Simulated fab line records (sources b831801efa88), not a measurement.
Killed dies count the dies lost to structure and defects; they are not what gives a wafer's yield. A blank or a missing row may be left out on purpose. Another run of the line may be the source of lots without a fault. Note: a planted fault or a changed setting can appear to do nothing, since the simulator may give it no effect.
fab line records	flow sky130
record lots=24	wafers=72	last-day=51
route steps=708 shown PWDE@55 NWELL@63 VT_ADJUST_HVTR@141 RES_PROTECT@215 LI_CONTACT@383 METAL1@437
lots with no fault: from the same line, run without faults
start-h: the number of hours between the record's first day and the start of the first shown wafer of the lot	wait-h: hours elapsed since this lot's preceding step	" as in the row above	L1.1+2: one row covering several wafers at once	- value missing, or start not given	* or withheld: withheld	< > ~ a bound
route shown NAME@n: NAME is a module with steps in the file, n the number in the route of the first one	usual: mean/standard deviation taken from wafers without a fault	same: alike in all rows	chamber/n: place in a boat	sites: each site's reading	_std_site: standard deviation of those values	_edge_site: the outer-site mean with the inner-site mean subtracted	radius-mm: for every site, how far away it sits from the centre of the wafer	mask NAME#n: copy n	behind: tool/chamber where the wafer was last shaped	hold: reason for holding the lot/hours on hold/outcome of the hold	device: the n, p or np transistor that did not switch	end of line: tests of these same wafers at the route's end	a step with no rows: only its recipe	killed: dies that structure and defects cost at the first sort, which is not the same as the wafer's yield	map: shows each die of a wafer: x if killed, . if not, _ if none is there
set.NAME: the setting the step ran with; set.NAME@STEP: the setting that earlier step ran with	model.NAME: the simulator's own value behind a step, which no gauge read
a sample of lots followed through the steps of the route, with each step as a table and each wafer as a row
services: the hour from which a tool's chamber was out of use, counted from the record's first day as start-h (under 0 if before that day), plus the number of hours and why
## steps
# step SKY_PWDE_TW_MEAS_10
# usual PWDE_TW=373.7/2.7
lot.wafer	tool	chamber	start-h	wait-h	PWDE_TW
L074.2	film-metro-02	-	73.37	0.1	376.7
L074.4	"	-	"	"	376.4
L074.5	"	-	"	"	375.2
L075.1	film-metro-01	-	77.79	0.1	372.2
L075.3	"	-	"	"	372.1
L075.4	"	-	"	"	374.6
L076.1	film-metro-02	-	83.09	0.1	375.6
L076.4	"	-	"	"	374.8
L076.6	"	-	"	"	376.7
L077.1	film-metro-02	-	91.00	0.1	375.7
L077.2	"	-	"	"	376.0
L077.6	"	-	"	"	376.6
L078.1	film-metro-01	-	97.79	0.1	371.5
L078.4	"	-	"	"	373.3
L078.6	"	-	"	"	372.8
L079.4	film-metro-02	-	101.02	0.1	374.5
L079.5	"	-	"	"	375.8
L079.6	"	-	"	"	373.8
L080.3	film-metro-01	-	104.32	0.1	376.3
L080.5	"	-	"	"	373.5
L080.6	"	-	"	"	373.2
L081.3	film-metro-02	-	112.33	0.1	373.2
L081.4	"	-	"	"	373.6
L081.6	"	-	"	"	373.4
L082.1	film-metro-03	-	119.29	0.1	374.7
L082.2	"	-	"	"	374.0
L082.3	"	-	"	"	373.2
L083.2	film-metro-03	-	123.10	0.1	371.0
L083.3	"	-	"	"	369.8
L083.4	"	-	"	"	372.4
L084.2	film-metro-01	-	127.47	0.1	369.3
L084.3	"	-	"	"	368.4
L084.6	"	-	"	"	370.5
L085.1	film-metro-03	-	134.71	0.1	369.0
L085.2	"	-	"	"	369.7
L085.3	"	-	"	"	371.4
L086.2	film-metro-01	-	139.82	0.1	369.8
L086.4	"	-	"	"	374.0
L086.6	"	-	"	"	370.1
L087.1	film-metro-02	-	142.74	0.1	375.6
L087.2	"	-	"	"	377.4
L087.5	"	-	"	"	375.3
L088.3	film-metro-01	-	151.97	0.1	371.7
L088.5	"	-	"	"	369.0
L088.6	"	-	"	"	369.3
L089.2	film-metro-02	-	158.41	0.1	375.6
L089.3	"	-	"	"	374.3
L089.6	"	-	"	"	375.6
L090.2	film-metro-02	-	164.73	0.1	377.3
L090.4	"	-	"	"	377.2
L090.5	"	-	"	"	376.3
L091.1	film-metro-01	-	169.11	0.1	372.7
L091.2	"	-	"	"	371.7
L091.5	"	-	"	"	369.9
L092.3	film-metro-03	-	170.76	0.1	373.8
L092.4	"	-	"	"	376.5
L092.5	"	-	"	"	375.9
L093.1	film-metro-02	-	177.01	0.1	376.3
L093.3	"	-	"	"	378.3
L093.6	"	-	"	"	375.5
L094.1	film-metro-01	-	185.38	0.1	371.8
L094.2	"	-	"	"	371.2
L094.3	"	-	"	"	372.9
L095.1	film-metro-01	-	193.95	0.1	370.6
L095.4	"	-	"	"	370.0
L095.6	"	-	"	"	370.2
L096.3	film-metro-03	-	195.02	0.1	377.5
L096.5	"	-	"	"	375.9
L096.6	"	-	"	"	377.4
L097.2	film-metro-03	-	197.99	0.1	376.9
L097.3	"	-	"	"	377.5
L097.6	"	-	"	"	376.5
# step SKY_NWELL_OVL_MEAS_10
# usual NWELL_00_OVL=-0.9/1.4
lot.wafer	tool	chamber	start-h	wait-h	NWELL_00_OVL[nm]
L074.2	overlay-01	-	91.97	-	0.3
L074.4	"	-	"	"	-0.9
L074.5	"	-	"	"	0.8
L075.1	overlay-01	-	95.55	-	-0.1
L075.3	"	-	"	"	-1.3
L075.4	"	-	"	"	-2.4
L076.1	overlay-02	-	101.35	-	-1.8
L076.4	"	-	"	"	-1.7
L076.6	"	-	"	"	-3.4
L077.1	overlay-02	-	109.50	-	0.2
L077.2	"	-	"	"	0.6
L077.6	"	-	"	"	-0.2
L078.1	overlay-01	-	116.57	-	-0.9
L078.4	"	-	"	"	-2.5
L078.6	"	-	"	"	-2.6
L079.4	overlay-01	-	120.02	-	0.0
L079.5	"	-	"	"	-0.2
L079.6	"	-	"	"	0.8
L080.3	overlay-02	-	123.76	-	-3.4
L080.5	"	-	"	"	-3.5
L080.6	"	-	"	"	-1.6
L081.3	overlay-02	-	131.11	-	0.8
L081.4	"	-	"	"	1.0
L081.6	"	-	"	"	1.7
L082.1	overlay-01	-	138.10	-	-1.3
L082.2	"	-	"	"	-2.7
L082.3	"	-	"	"	-0.7
L083.2	overlay-02	-	142.37	-	-1.9
L083.3	"	-	"	"	-1.2
L083.4	"	-	"	"	-0.5
L084.2	overlay-02	-	146.66	-	-0.1
L084.3	"	-	"	"	-1.7
L084.6	"	-	"	"	-1.8
L085.1	overlay-02	-	153.65	-	-0.7
L085.2	"	-	"	"	-0.2
L085.3	"	-	"	"	0.0
L086.2	overlay-01	-	159.01	-	0.3
L086.4	"	-	"	"	0.5
L086.6	"	-	"	"	0.2
L087.1	overlay-02	-	161.95	-	-0.6
L087.2	"	-	"	"	-1.0
L087.5	"	-	"	"	0.0
L088.3	overlay-02	-	172.46	-	-0.4
L088.5	"	-	"	"	-1.6
L088.6	"	-	"	"	-1.3
L089.2	overlay-02	-	178.41	-	-1.7
L089.3	"	-	"	"	-2.7
L089.6	"	-	"	"	-1.5
L090.2	overlay-01	-	185.80	-	1.6
L090.4	"	-	"	"	1.6
L090.5	"	-	"	"	1.4
L091.1	overlay-02	-	190.00	-	-2.0
L091.2	"	-	"	"	-2.1
L091.5	"	-	"	"	-1.8
L092.3	overlay-02	-	192.03	-	-3.4
L092.4	"	-	"	"	-1.9
L092.5	"	-	"	"	-3.7
L093.1	overlay-01	-	197.90	-	-0.5
L093.3	"	-	"	"	-0.3
L093.6	"	-	"	"	1.3
L094.1	overlay-02	-	207.42	-	-1.4
L094.2	"	-	"	"	-1.8
L094.3	"	-	"	"	-1.7
L095.1	overlay-02	-	215.57	-	-4.0
L095.4	"	-	"	"	-1.8
L095.6	"	-	"	"	-2.2
L096.3	overlay-02	-	216.66	-	-1.5
L096.5	"	-	"	"	-0.5
L096.6	"	-	"	"	0.5
L097.2	overlay-01	-	220.06	-	0.5
L097.3	"	-	"	"	0.1
L097.6	"	-	"	"	0.2
# step SKY_VT_ADJUST_HVTR_STRIP_10
# recipe chemistry=O2/N2	power-w=1423	pressure-mtorr=1500	platen-temp-c=withheld	o2-flow-sccm=3000	n2-flow-sccm=300	overash-fraction=0.5
# usual drypump-motor-current-A=5.8/0.36	oes-product-au=0.723/0.0048	strip-time-to-endpoint-s=13.97/0.039
lot.wafer	tool	chamber	start-h	wait-h	drypump-motor-current-A	oes-product-au	rf-hours-counter-h	strip-time-to-endpoint-s
L074.2	plasma-asher-01	0	213.62	0.1	5.2	0.724	55	13.92
L074.4	"	0	"	"	5.2	0.719	-	13.95
L074.5	"	0	"	"	5.2	0.728	-	13.97
L075.1	plasma-asher-04	0	218.40	0.1	5.6	0.724	50	13.95
L075.3	"	1	"	"	6.3	0.723	-	13.92
L075.4	"	0	"	"	5.6	0.727	-	13.94
L076.1	plasma-asher-04	1	225.92	0.1	6.3	0.721	51	14.00
L076.4	"	0	"	"	5.6	0.714	-	14.03
L076.6	"	1	"	"	6.3	0.722	-	14.01
L077.1	plasma-asher-04	0	233.95	0.1	5.6	0.728	51	13.99
L077.2	"	1	"	"	6.2	0.724	51	13.95
L077.6	"	1	"	"	6.3	0.727	-	13.99
L078.1	plasma-asher-01	0	242.52	0.1	5.2	0.724	57	14.03
L078.4	"	0	"	"	5.2	0.721	-	14.04
L078.6	"	0	"	"	5.2	0.720	-	14.04
L079.4	plasma-asher-01	1	247.14	0.1	5.8	0.717	-	13.94
L079.5	"	0	"	"	5.2	0.728	-	13.94
L079.6	"	1	"	"	5.8	0.718	-	13.93
L080.3	plasma-asher-01	1	252.41	0.1	5.8	0.727	-	14.00
L080.5	"	0	"	"	5.2	0.721	-	13.99
L080.6	"	1	"	"	5.8	0.725	-	13.99
L081.3	plasma-asher-04	1	261.74	0.1	6.2	0.722	-	13.95
L081.4	"	0	"	"	5.6	0.728	-	13.95
L081.6	"	1	"	"	6.2	0.719	-	13.96
L082.1	plasma-asher-04	1	270.15	0.1	6.2	0.726	55	14.00
L082.2	"	0	"	"	5.6	0.730	55	14.00
L082.3	"	1	"	"	6.3	0.725	-	13.94
L083.2	plasma-asher-02	0	276.96	0.1	5.7	0.715	48	13.97
L083.3	"	0	"	"	5.7	0.724	-	13.92
L083.4	"	1	"	"	6.1	0.725	-	14.00
L084.2	plasma-asher-04	0	281.27	0.1	5.6	0.717	56	13.97
L084.3	"	0	"	"	5.6	0.715	-	13.98
L084.6	"	1	"	"	6.2	0.721	-	13.96
L085.1	plasma-asher-04	0	290.32	0.1	5.6	0.722	57	13.95
L085.2	"	1	"	"	6.3	0.728	57	13.89
L085.3	"	1	"	"	6.3	0.724	-	13.92
L086.2	plasma-asher-04	0	295.71	0.1	5.6	0.720	58	13.94
L086.4	"	0	"	"	5.6	0.722	-	13.94
L086.6	"	1	"	"	6.3	0.724	-	13.89
L087.1	plasma-asher-04	1	301.61	0.1	6.3	0.728	58	13.95
L087.2	"	0	"	"	5.6	0.724	58	13.99
L087.5	"	0	"	"	5.6	0.725	-	13.95
L088.3	plasma-asher-04	1	314.54	0.1	6.3	0.711	-	14.02
L088.5	"	1	"	"	6.3	0.721	-	14.02
L088.6	"	0	"	"	5.6	0.727	-	13.96
L089.2	plasma-asher-01	1	320.80	0.1	5.8	0.729	65	14.03
L089.3	"	0	"	"	5.2	0.707	-	14.04
L089.6	"	1	"	"	5.7	0.725	-	13.98
L090.2	plasma-asher-02	1	330.70	0.1	6.1	0.725	52	13.98
L090.4	"	0	"	"	5.6	0.720	-	14.01
L090.5	"	0	"	"	5.6	0.717	-	13.97
L091.1	plasma-asher-04	0	335.35	0.1	5.6	0.717	62	13.96
L091.2	"	1	"	"	6.3	0.720	62	13.99
L091.5	"	1	"	"	6.2	0.724	-	13.96
L092.3	plasma-asher-01	0	337.91	0.1	5.2	0.728	-	13.97
L092.4	"	1	"	"	5.8	0.719	-	13.96
L092.5	"	1	"	"	5.7	0.716	-	14.03
L093.1	plasma-asher-02	0	345.77	0.1	5.7	0.726	54	13.94
L093.3	"	1	"	"	6.1	0.721	-	13.97
L093.6	"	0	"	"	5.7	0.721	-	13.93
L094.1	plasma-asher-04	1	357.86	0.1	6.3	0.730	64	14.03
L094.2	"	0	"	"	5.6	0.731	64	14.04
L094.3	"	0	"	"	5.6	0.719	-	14.03
L095.1	plasma-asher-04	0	369.47	0.1	5.6	0.721	65	13.99
L095.4	"	0	"	"	5.6	0.715	-	14.03
L095.6	"	0	"	"	5.6	0.723	-	14.00
L096.3	plasma-asher-02	1	370.54	0.1	6.1	0.717	-	13.97
L096.5	"	1	"	"	6.1	0.726	-	13.97
L096.6	"	0	"	"	5.6	0.720	-	13.94
L097.2	plasma-asher-04	0	373.66	0.1	5.6	0.723	66	13.90
L097.3	"	1	"	"	6.3	0.717	-	13.92
L097.6	"	1	"	"	6.3	0.722	-	13.92
# step SKY_RES_PROTECT_TW_MEAS_08
# usual POLY_GATE_TW=4026/43
lot.wafer	tool	chamber	start-h	wait-h	POLY_GATE_TW
L074.2	film-metro-04	-	349.78	0.1	4079
L074.4	"	-	"	"	4044
L074.5	"	-	"	"	4045
L075.1	film-metro-01	-	359.42	0.1	3962
L075.3	"	-	"	"	3963
L075.4	"	-	"	"	3957
L076.1	film-metro-02	-	367.10	0.1	4062
L076.4	"	-	"	"	4060
L076.6	"	-	"	"	4032
L077.1	film-metro-02	-	374.90	0.1	4031
L077.2	"	-	"	"	4031
L077.6	"	-	"	"	4038
L078.1	film-metro-02	-	387.22	0.1	4051
L078.4	"	-	"	"	4054
L078.6	"	-	"	"	4067
L079.4	film-metro-01	-	391.80	0.1	3974
L079.5	"	-	"	"	3965
L079.6	"	-	"	"	3977
L080.3	film-metro-02	-	399.64	0.1	4077
L080.5	"	-	"	"	4089
L080.6	"	-	"	"	4071
L081.3	film-metro-01	-	414.39	0.1	3966
L081.4	"	-	"	"	3953
L081.6	"	-	"	"	3963
L082.1	film-metro-04	-	421.80	0.1	4013
L082.2	"	-	"	"	4034
L082.3	"	-	"	"	4016
L083.2	film-metro-02	-	426.03	0.1	4063
L083.3	"	-	"	"	4073
L083.4	"	-	"	"	4078
L084.2	film-metro-01	-	435.06	0.1	3979
L084.3	"	-	"	"	3974
L084.6	"	-	"	"	3997
L085.1	film-metro-02	-	447.30	0.1	4066
L085.2	"	-	"	"	4058
L085.3	"	-	"	"	4059
L086.2	film-metro-04	-	452.31	0.1	4065
L086.4	"	-	"	"	4072
L086.6	"	-	"	"	4066
L087.1	film-metro-04	-	463.22	0.1	4032
L087.2	"	-	"	"	4046
L087.5	"	-	"	"	4026
L088.3	film-metro-04	-	474.37	0.1	4018
L088.5	"	-	"	"	4039
L088.6	"	-	"	"	4031
L089.2	film-metro-02	-	482.38	0.1	4080
L089.3	"	-	"	"	4075
L089.6	"	-	"	"	4084
L090.2	film-metro-02	-	497.83	0.1	4073
L090.4	"	-	"	"	4085
L090.5	"	-	"	"	4076
L091.1	film-metro-01	-	497.97	0.1	3997
L091.2	"	-	"	"	4002
L091.5	"	-	"	"	4000
L092.3	film-metro-01	-	501.99	0.1	4018
L092.4	"	-	"	"	4019
L092.5	"	-	"	"	4012
L093.1	film-metro-01	-	508.00	0.1	3949
L093.3	"	-	"	"	3964
L093.6	"	-	"	"	3948
L094.1	film-metro-01	-	524.57	0.1	3964
L094.2	"	-	"	"	3989
L094.3	"	-	"	"	3964
L095.1	film-metro-01	-	534.20	0.1	3991
L095.4	"	-	"	"	3985
L095.6	"	-	"	"	3995
L096.3	film-metro-02	-	536.92	0.1	4059
L096.5	"	-	"	"	4071
L096.6	"	-	"	"	4066
L097.2	film-metro-04	-	539.77	0.1	4073
L097.3	"	-	"	"	4071
L097.6	"	-	"	"	4036
# step SKY_LI_CONTACT_CVD_21
# recipe material=W	target-thk-nm=400	time-s=120.56	temp-c=400	pressure-torr=40
# usual heater-power-w=847/100
lot.wafer	tool	chamber	start-h	wait-h	heater-power-w	since-wet-clean-h
L074.2	cvd-w-01	1	694.94	0.0	922	791
L074.4	"	0	"	"	663	-
L074.5	"	0	"	"	643	-
L075.1	cvd-w-01	0	705.51	0.0	648	802
L075.3	"	1	"	"	920	-
L075.4	"	0	"	"	657	-
L076.1	cvd-w-01	1	708.72	0.0	949	805
L076.4	"	1	"	"	924	-
L076.6	"	0	"	"	646	-
L077.1	cvd-w-02	1	722.78	0.0	897	319
L077.2	"	0	"	"	853	319
L077.6	"	0	"	"	891	-
L078.1	cvd-w-02	1	732.79	0.0	913	329
L078.4	"	0	"	"	850	-
L078.6	"	1	"	"	883	-
L079.4	cvd-w-01	0	733.75	0.1	646	-
L079.5	"	1	"	"	925	-
L079.6	"	0	"	"	640	-
L080.3	cvd-w-02	1	740.59	0.1	897	-
L080.5	"	0	"	"	848	-
L080.6	"	1	"	"	899	-
L081.3	cvd-w-01	0	757.06	0.1	633	-
L081.4	"	1	"	"	921	-
L081.6	"	0	"	"	636	-
L082.1	cvd-w-02	1	763.28	0.0	894	359
L082.2	"	0	"	"	866	359
L082.3	"	1	"	"	877	-
L083.2	cvd-w-02	0	770.95	0.0	861	367
L083.3	"	0	"	"	855	-
L083.4	"	1	"	"	926	-
L084.2	cvd-w-01	0	775.25	0.0	652	871
L084.3	"	0	"	"	666	-
L084.6	"	1	"	"	973	-
L085.1	cvd-w-01	1	786.98	0.0	941	883
L085.2	"	0	"	"	643	883
L085.3	"	1	"	"	945	-
L086.2	cvd-w-02	0	787.35	0.0	871	383
L086.4	"	0	"	"	862	-
L086.6	"	1	"	"	897	-
L087.1	cvd-w-02	1	797.77	0.0	889	394
L087.2	"	0	"	"	859	394
L087.5	"	1	"	"	920	-
L088.3	cvd-w-01	0	808.56	0.1	645	-
L088.5	"	0	"	"	636	-
L088.6	"	1	"	"	928	-
L089.2	cvd-w-02	0	815.08	0.0	883	411
L089.3	"	0	"	"	859	-
L089.6	"	0	"	"	862	-
L090.2	cvd-w-02	0	828.81	0.0	866	425
L090.4	"	1	"	"	904	-
L090.5	"	0	"	"	857	-
L091.1	cvd-w-02	1	832.61	0.0	896	429
L091.2	"	0	"	"	873	429
L091.5	"	0	"	"	878	-
L092.3	cvd-w-02	0	834.71	0.1	884	-
L092.4	"	1	"	"	879	-
L092.5	"	1	"	"	905	-
L093.1	cvd-w-02	0	841.02	0.0	875	437
L093.3	"	1	"	"	893	-
L093.6	"	1	"	"	901	-
L094.1	cvd-w-02	0	850.53	0.0	863	447
L094.2	"	1	"	"	897	447
L094.3	"	0	"	"	870	-
L095.1	cvd-w-02	1	859.97	0.0	893	456
L095.4	"	0	"	"	866	-
L095.6	"	1	"	"	901	-
L096.3	cvd-w-01	0	861.55	0.1	662	-
L096.5	"	1	"	"	932	-
L096.6	"	0	"	"	648	-
L097.2	cvd-w-02	1	864.67	0.0	908	461
L097.3	"	0	"	"	858	-
L097.6	"	0	"	"	874	-
# step SKY_METAL1_SPUTTER_03
# recipe material=Ti	target-thk-nm=5	power-w=3000	time-s=3.3	chamber-pressure-pa=0.408
# usual cathode-dc-power-W=3000.0/0.51	throttle-valve-pct=29.8/0.69
lot.wafer	tool	chamber	start-h	wait-h	cathode-dc-power-W	throttle-valve-pct
L074.2	pvd-sputter-04	-	755.90	0.0	2999.9	28.7
L074.4	"	-	"	"	3000.4	29.1
L074.5	"	-	"	"	3000.8	29.0
L075.1	pvd-sputter-03	-	766.45	0.0	2999.5	30.6
L075.3	"	-	"	"	3000.4	29.6
L075.4	"	-	"	"	2999.8	29.1
L076.1	pvd-sputter-03	-	769.61	0.0	2999.7	29.8
L076.4	"	-	"	"	2999.6	29.6
L076.6	"	-	"	"	2999.7	30.8
L077.1	pvd-sputter-04	-	783.16	0.0	3001.0	30.5
L077.2	"	-	"	"	2999.4	28.9
L077.6	"	-	"	"	3000.0	29.1
L078.1	pvd-sputter-03	-	792.11	0.0	3000.2	29.5
L078.4	"	-	"	"	2999.6	30.6
L078.6	"	-	"	"	2999.9	29.6
L079.4	pvd-sputter-04	-	792.26	0.0	3000.2	30.4
L079.5	"	-	"	"	2999.9	30.6
L079.6	"	-	"	"	2999.3	29.0
L080.3	pvd-sputter-03	-	799.47	0.0	2999.4	30.9
L080.5	"	-	"	"	2999.8	29.0
L080.6	"	-	"	"	2999.4	30.9
L081.3	pvd-sputter-04	-	815.33	0.0	3000.2	29.2
L081.4	"	-	"	"	3001.5	30.1
L081.6	"	-	"	"	2999.8	29.1
L082.1	pvd-sputter-03	-	820.90	0.0	3000.6	29.9
L082.2	"	-	"	"	2999.6	29.7
L082.3	"	-	"	"	2999.5	29.2
L083.2	pvd-sputter-01	-	829.85	0.0	3000.4	31.6
L083.3	"	-	"	"	2999.8	29.9
L083.4	"	-	"	"	2999.4	30.3
L084.2	pvd-sputter-03	-	834.30	0.0	3000.0	29.9
L084.3	"	-	"	"	3000.0	30.8
L084.6	"	-	"	"	2999.9	29.5
L085.1	pvd-sputter-04	-	844.40	0.0	2999.2	29.2
L085.2	"	-	"	"	3000.0	30.3
L085.3	"	-	"	"	3001.0	29.9
L086.2	pvd-sputter-01	-	845.40	0.0	3000.4	30.4
L086.4	"	-	"	"	2999.3	29.8
L086.6	"	-	"	"	3001.1	30.7
L087.1	pvd-sputter-03	-	854.64	0.0	3000.2	30.9
L087.2	"	-	"	"	3000.4	29.8
L087.5	"	-	"	"	2999.5	29.9
L088.3	pvd-sputter-03	-	866.21	0.0	2999.8	29.1
L088.5	"	-	"	"	3000.4	29.7
L088.6	"	-	"	"	3000.3	29.4
L089.2	pvd-sputter-03	-	872.10	0.0	3000.3	29.2
L089.3	"	-	"	"	2999.7	29.7
L089.6	"	-	"	"	3000.8	29.7
L090.2	pvd-sputter-03	-	886.38	0.0	2999.5	30.7
L090.4	"	-	"	"	3000.0	29.5
L090.5	"	-	"	"	3000.9	31.0
L091.1	pvd-sputter-01	-	890.38	0.0	2999.8	31.6
L091.2	"	-	"	"	3000.1	30.4
L091.5	"	-	"	"	3000.5	29.7
L092.3	pvd-sputter-03	-	891.96	0.0	2999.9	28.9
L092.4	"	-	"	"	2999.7	29.8
L092.5	"	-	"	"	3000.2	29.2
L093.1	pvd-sputter-04	-	897.45	0.0	2999.7	29.0
L093.3	"	-	"	"	3000.1	29.1
L093.6	"	-	"	"	2998.9	30.0
L094.1	pvd-sputter-03	-	906.94	0.0	2999.8	29.6
L094.2	"	-	"	"	2999.1	29.4
L094.3	"	-	"	"	2999.9	30.9
L095.1	pvd-sputter-04	-	917.34	0.0	2999.5	28.8
L095.4	"	-	"	"	2999.4	30.1
L095.6	"	-	"	"	2999.3	28.6
L096.3	pvd-sputter-03	-	918.01	0.0	2999.9	29.6
L096.5	"	-	"	"	2999.8	29.6
L096.6	"	-	"	"	2999.5	29.5
L097.2	pvd-sputter-04	-	921.46	0.0	2999.9	29.2
L097.3	"	-	"	"	3000.0	30.2
L097.6	"	-	"	"	3000.2	30.3
## services
tool	chamber	start-h	hours	kind
cvd-w-02	-	226.91	6.0	pm
cvd-w-02	-	390.00	14.0	pm
cvd-w-02	-	438.86	1.0	repair
cvd-w-01	-	448.15	1.7	repair
cvd-w-01	-	507.68	6.9	pm
cvd-w-01	-	525.79	1.4	repair
cvd-w-02	-	579.60	3.8	pm
cvd-w-01	-	580.72	0.5	repair
cvd-w-02	1	584.37	3.4	repair
plasma-asher-04	-	598.32	3.7	repair
cvd-w-02	-	606.65	28.1	pm
cvd-w-02	-	645.15	0.5	repair
cvd-w-02	-	676.42	2.8	pm
pvd-sputter-03	-	682.79	1.1	repair
pvd-sputter-03	-	715.73	3.1	repair
plasma-asher-04	-	733.75	9.0	pm
cvd-w-01	1	740.67	14.2	repair
plasma-asher-04	-	762.01	3.9	repair
pvd-sputter-03	-	774.37	1.2	repair
pvd-sputter-03	-	796.29	2.3	repair
plasma-asher-04	-	839.71	0.7	repair
cvd-w-01	-	860.38	0.3	repair
cvd-w-02	1	881.34	5.5	repair
pvd-sputter-03	-	892.49	1.0	repair
## key
fault none
